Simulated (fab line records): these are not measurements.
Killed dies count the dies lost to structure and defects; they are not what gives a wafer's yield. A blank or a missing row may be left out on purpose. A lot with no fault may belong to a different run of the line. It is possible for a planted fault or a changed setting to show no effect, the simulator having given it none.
Which of the tools did it? :: flow gf180mcu :: 13 lots, 39 wafers sampled, at 4 steps of a route of 602

== WHAT THE GAUGES READ, wafer by wafer ==
GF_MVSD_OVL_MEAS_07.
lot: L968
measured: day 4 09:29
on: overlay-02
MVSD_OVL (nm): 2.2 2.5 1.5

lot: L969
measured: day 4 17:13
on: overlay-02
MVSD_OVL (nm): 2.0 -1.4 -0.4

lot: L970
measured: day 4 22:14
on: overlay-02
MVSD_OVL (nm): 1.0 -0.5 0.6

lot: L971
measured: day 5 02:34
on: overlay-01
MVSD_OVL (nm): 2.0 0.9 0.2

lot: L972
measured: day 5 09:32
on: overlay-01
MVSD_OVL (nm): -1.2 -0.1 -1.3

lot: L974
measured: day 5 21:53
on: overlay-01
MVSD_OVL (nm): -0.5 -1.1 -1.9

lot: L975
measured: day 6 02:31
on: overlay-02
MVSD_OVL (nm): -1.0 0.2 -0.5

lot: L980
measured: day 7 08:14
on: overlay-01
MVSD_OVL (nm): 2.9 1.9 4.7

lot: L982
measured: day 7 18:44
on: overlay-01
MVSD_OVL (nm): - - -

lot: L984
measured: day 8 07:19
on: overlay-01
MVSD_OVL (nm): 1.4 -0.8 0.4

lot: L985
measured: day 8 12:11
on: overlay-02
MVSD_OVL (nm): - - -

lot: L986
measured: day 8 18:07
on: overlay-02
MVSD_OVL (nm): 0.8 2.3 2.3

lot: L987
measured: day 9 00:52
on: overlay-02
MVSD_OVL (nm): 1.5 1.3 0.4

GF_VT_IMPLANT_OVL_MEAS_07.
lot: L968
measured: day 5 14:02
on: overlay-02
VT_IMPLANT_OVL (nm): 1.2 -1.1 0.4

lot: L969
measured: day 5 22:11
on: overlay-02
VT_IMPLANT_OVL (nm): 0.0 -0.4 -0.4

lot: L970
measured: day 6 03:59
on: overlay-01
VT_IMPLANT_OVL (nm): -1.0 -1.8 -1.3

lot: L971
measured: day 6 08:08
on: overlay-02
VT_IMPLANT_OVL (nm): -1.6 -2.5 -1.8

lot: L972
measured: day 6 16:08
on: overlay-02
VT_IMPLANT_OVL (nm): -0.9 -1.6 1.8

lot: L974
measured: day 7 03:49
on: overlay-02
VT_IMPLANT_OVL (nm): 1.9 1.5 1.2

lot: L975
measured: day 7 09:58
on: overlay-01
VT_IMPLANT_OVL (nm): 1.9 0.7 0.1

lot: L980
measured: day 8 17:25
on: overlay-01
VT_IMPLANT_OVL (nm): 3.4 0.7 1.0

lot: L982
measured: day 9 04:23
on: overlay-02
VT_IMPLANT_OVL (nm): -1.1 -0.7 -0.9

lot: L984
measured: day 9 16:47
on: overlay-01
VT_IMPLANT_OVL (nm): -0.7 0.5 0.5

lot: L985
measured: day 9 23:05
on: overlay-01
VT_IMPLANT_OVL (nm): 0.7 0.4 0.9

lot: L986
measured: day 10 05:44
on: overlay-01
VT_IMPLANT_OVL (nm): 0.2 -0.3 -0.2

lot: L987
measured: day 10 11:26
on: overlay-02
VT_IMPLANT_OVL (nm): 0.0 0.6 -2.1

== WHAT TOOL EACH LOT RAN ON (gives the tool, then ch and the chambers of the sampled wafers, and finally the start) ==
lot: L968
GF_DNWELL_STRIP_08: plasmaAsher-01 ch 0,1, day 2 18:13
GF_MVSD_DEVELOP_06: lithoTrack-03 ch 0, day 4 09:00

lot: L969
GF_DNWELL_STRIP_08: plasmaAsher-01 ch 0,1, day 2 23:53
GF_MVSD_DEVELOP_06: lithoTrack-02 ch 0, day 4 17:00

lot: L970
GF_DNWELL_STRIP_08: plasmaAsher-01 ch 0,1, day 3 05:22
GF_MVSD_DEVELOP_06: lithoTrack-04 ch 0, day 4 22:00

lot: L971
GF_DNWELL_STRIP_08: plasmaAsher-03 ch 0,1, day 3 09:38
GF_MVSD_DEVELOP_06: lithoTrack-03 ch 0, day 5 02:00

lot: L972
GF_DNWELL_STRIP_08: plasmaAsher-01 ch 0,1, day 3 16:12
GF_MVSD_DEVELOP_06: lithoTrack-03 ch 0, day 5 09:00

lot: L974
GF_DNWELL_STRIP_08: plasmaAsher-03 ch 0,1, day 4 03:13
GF_MVSD_DEVELOP_06: lithoTrack-04 ch 0, day 5 21:00

lot: L975
GF_DNWELL_STRIP_08: plasmaAsher-03 ch 0,1, day 4 07:26
GF_MVSD_DEVELOP_06: lithoTrack-03 ch 0, day 6 02:00

lot: L980
GF_DNWELL_STRIP_08: plasmaAsher-04 ch 1, day 5 10:17
GF_MVSD_DEVELOP_06: lithoTrack-04 ch 0, day 7 08:00

lot: L982
GF_DNWELL_STRIP_08: plasmaAsher-03 ch 0,1, day 5 21:17
GF_MVSD_DEVELOP_06: lithoTrack-04 ch 0, day 7 18:00

lot: L984
GF_DNWELL_STRIP_08: plasmaAsher-03 ch 0,1, day 6 08:04
GF_MVSD_DEVELOP_06: lithoTrack-02 ch 0, day 8 07:00

lot: L985
GF_DNWELL_STRIP_08: plasmaAsher-03 ch 0,1, day 6 12:38
GF_MVSD_DEVELOP_06: lithoTrack-04 ch 0, day 8 12:00

lot: L986
GF_DNWELL_STRIP_08: plasmaAsher-01 ch 0,1, day 6 18:22
GF_MVSD_DEVELOP_06: lithoTrack-02 ch 0, day 8 17:00

lot: L987
GF_DNWELL_STRIP_08: plasmaAsher-03 ch 0,1, day 6 23:40
GF_MVSD_DEVELOP_06: lithoTrack-03 ch 0, day 9 00:00
- GF_DNWELL_STRIP_08: strips in O2/N2.
- GF_MVSD_DEVELOP_06: develop time 60 s.

== WHAT THE TOOLS THEMSELVES READ (means of the sampled wafers that have a number; where no wafer has one, the mark that the record gives instead) ==
GF_DNWELL_STRIP_08.
lot: L968
tool: plasmaAsher-01
drypumpMotorCurrentA (A): 6.1
heaterPowerW (W): 340
oesProductAu (a.u.): 0.723
stripTimeToEndpointS (s): 37.02

lot: L969
tool: plasmaAsher-01
drypumpMotorCurrentA (A): 6.1
heaterPowerW (W): 340
oesProductAu (a.u.): 0.720
stripTimeToEndpointS (s): 37.06

lot: L970
tool: plasmaAsher-01
drypumpMotorCurrentA (A): 6.3
heaterPowerW (W): 317
oesProductAu (a.u.): 0.721
stripTimeToEndpointS (s): 36.84

lot: L971
tool: plasmaAsher-03
drypumpMotorCurrentA (A): 6.2
heaterPowerW (W): 316
oesProductAu (a.u.): 0.719
stripTimeToEndpointS (s): 36.94

lot: L972
tool: plasmaAsher-01
drypumpMotorCurrentA (A): 6.3
heaterPowerW (W): 314
oesProductAu (a.u.): 0.722
stripTimeToEndpointS (s): 36.98

lot: L974
tool: plasmaAsher-03
drypumpMotorCurrentA (A): 6.2
heaterPowerW (W): 313
oesProductAu (a.u.): 0.722
stripTimeToEndpointS (s): 36.99

lot: L975
tool: plasmaAsher-03
drypumpMotorCurrentA (A): 6.2
heaterPowerW (W): 311
oesProductAu (a.u.): 0.724
stripTimeToEndpointS (s): 37.00

lot: L980
tool: plasmaAsher-04
drypumpMotorCurrentA (A): 5.1
heaterPowerW (W): 328
oesProductAu (a.u.): 0.720
stripTimeToEndpointS (s): 36.87

lot: L982
tool: plasmaAsher-03
drypumpMotorCurrentA (A): 6.1
heaterPowerW (W): 325
oesProductAu (a.u.): 0.724
stripTimeToEndpointS (s): 37.07

lot: L984
tool: plasmaAsher-03
drypumpMotorCurrentA (A): 6.1
heaterPowerW (W): 326
oesProductAu (a.u.): 0.714
stripTimeToEndpointS (s): 36.92

lot: L985
tool: plasmaAsher-03
drypumpMotorCurrentA (A): 6.2
heaterPowerW (W): 331
oesProductAu (a.u.): 0.723
stripTimeToEndpointS (s): 36.91

lot: L986
tool: plasmaAsher-01
drypumpMotorCurrentA (A): 6.1
heaterPowerW (W): 331
oesProductAu (a.u.): 0.728
stripTimeToEndpointS (s): 36.89

lot: L987
tool: plasmaAsher-03
drypumpMotorCurrentA (A): 6.2
heaterPowerW (W): 314
oesProductAu (a.u.): 0.726
stripTimeToEndpointS (s): 37.00

GF_MVSD_DEVELOP_06.
lot: L968
tool: lithoTrack-03
exhaustPa (Pa): 43.9

lot: L969
tool: lithoTrack-02
exhaustPa (Pa): 44.5

lot: L970
tool: lithoTrack-04
exhaustPa (Pa): 44.2

lot: L971
tool: lithoTrack-03
exhaustPa (Pa): 44.7

lot: L972
tool: lithoTrack-03
exhaustPa (Pa): 44.6

lot: L974
tool: lithoTrack-04
exhaustPa (Pa): 44.8

lot: L975
tool: lithoTrack-03
exhaustPa (Pa): 43.9

lot: L980
tool: lithoTrack-04
exhaustPa (Pa): 44.6

lot: L982
tool: lithoTrack-04
exhaustPa (Pa): 44.9

lot: L984
tool: lithoTrack-02
exhaustPa (Pa): 43.8

lot: L985
tool: lithoTrack-04
exhaustPa (Pa): 45.4

lot: L986
tool: lithoTrack-02
exhaustPa (Pa): 44.5

lot: L987
tool: lithoTrack-03
exhaustPa (Pa): 44.6

== THE ANSWER, worked out from the rows above alone ==
Rule: the usual values come from the lots themselves. Put in order of their means at a reading, lots are off if they are a third of the lots or fewer, leave a main group of 4 or more, and stand apart from it by a gap of 3 or more times the standard deviation of the main group's means; of several such gaps the widest counts. A main group whose means are all the same, to the digits that the tables above print for the reading, isn't used. A lot without any number at a reading at which 4 lots or more have one is off too. All remaining lots with rows at the step are treated as sound. After the gauges, taken in route order, come the tools' own readings; for these a lot's mean is taken, as printed above. At the first step where some lot is off, the reading lying furthest off is the one used; lots without a number count as furthest.
Off: L982, L985, at GF_MVSD_OVL_MEAS_07 (MVSD_OVL). Without a number there: L982, L985. The main group has a mean of 0.7 nm with a standard deviation of 1.3.
A tool fits if, at a process step before that reading, it ran every lot that is off, and no sound lot after the first of them. The gauges at GF_MVSD_OVL_MEAS_07 are tried like those tools. One candidate fits, namely lithoTrack-04 at GF_MVSD_DEVELOP_06. Its last sound lot is L980 (day 7 08:00), its first lot that is off L982 (day 7 18:00): a fault that began between those two fits.

== WHAT HAD BEEN PUT IN BY THE SIMULATOR ==
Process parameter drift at GF_MVSD_DEVELOP_06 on lithoTrack-04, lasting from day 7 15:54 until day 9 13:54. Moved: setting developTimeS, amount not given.
Shown lots that were struck: L982, L985. Same finding as the rule above.
